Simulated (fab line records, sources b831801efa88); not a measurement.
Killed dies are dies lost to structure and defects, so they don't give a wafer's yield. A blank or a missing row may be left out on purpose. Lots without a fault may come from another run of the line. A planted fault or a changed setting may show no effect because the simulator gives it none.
Chamber matching | flow gf180mcu | GF_V1_CVD_02 on pecvd-01: 3 sister chambers
The step deposits SiO2 from TEOS, target thk 850 nm, time 97.47 s. 6 wafers are shown with their chamber, then 8 later ones without.

WAFERS WITH THEIR CHAMBER
wafer  | chamber | heater_power_w (W)
L291.1 | 1       | 867
L291.6 | 0       | 595
L294.4 | 1       | 839
L294.5 | 2       | 733
L294.6 | 0       | 521
L296.2 | 2       | 707

WAFERS WITHOUT THEIR CHAMBER
wafer  | heater_power_w (W)
L296.3 | 799
L296.5 | 517
L299.2 | 770
L299.3 | 640
L299.4 | 624
L304.1 | 843
L304.2 | 646
L304.3 | 618

WHICH CHAMBER EACH WENT THROUGH
wafer  | from the rows above     | in truth
L296.3 | can't be placed: 1 or 2 | 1
L296.5 | 0                       | 0
L299.2 | can't be placed: 2 or 1 | 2
L299.3 | can't be placed: 2 or 0 | 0
L299.4 | can't be placed: 0 or 2 | 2
L304.1 | 1                       | 1
L304.2 | can't be placed: 2 or 0 | 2
L304.3 | can't be placed: 0 or 2 | 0
Placed correctly: 2 of 8. Can't be placed from these rows: 6 (the true chamber is among the candidates in 6). Placed wrongly: 0.
How it was worked out, from the rows above alone: a wafer's distance from a chamber is the root of the sum, over the readings, of the square of ((its reading less the chamber's mean) divided by the reading's scatter). The wafer belongs to the nearest chamber; if the next one is less than 2 further off, it can't be placed. A chamber's mean is the mean of its shown wafers. The scatter: the root of (the sum of the squares of (reading less its chamber's mean) over the shown wafers, divided by (wafers less chambers)).
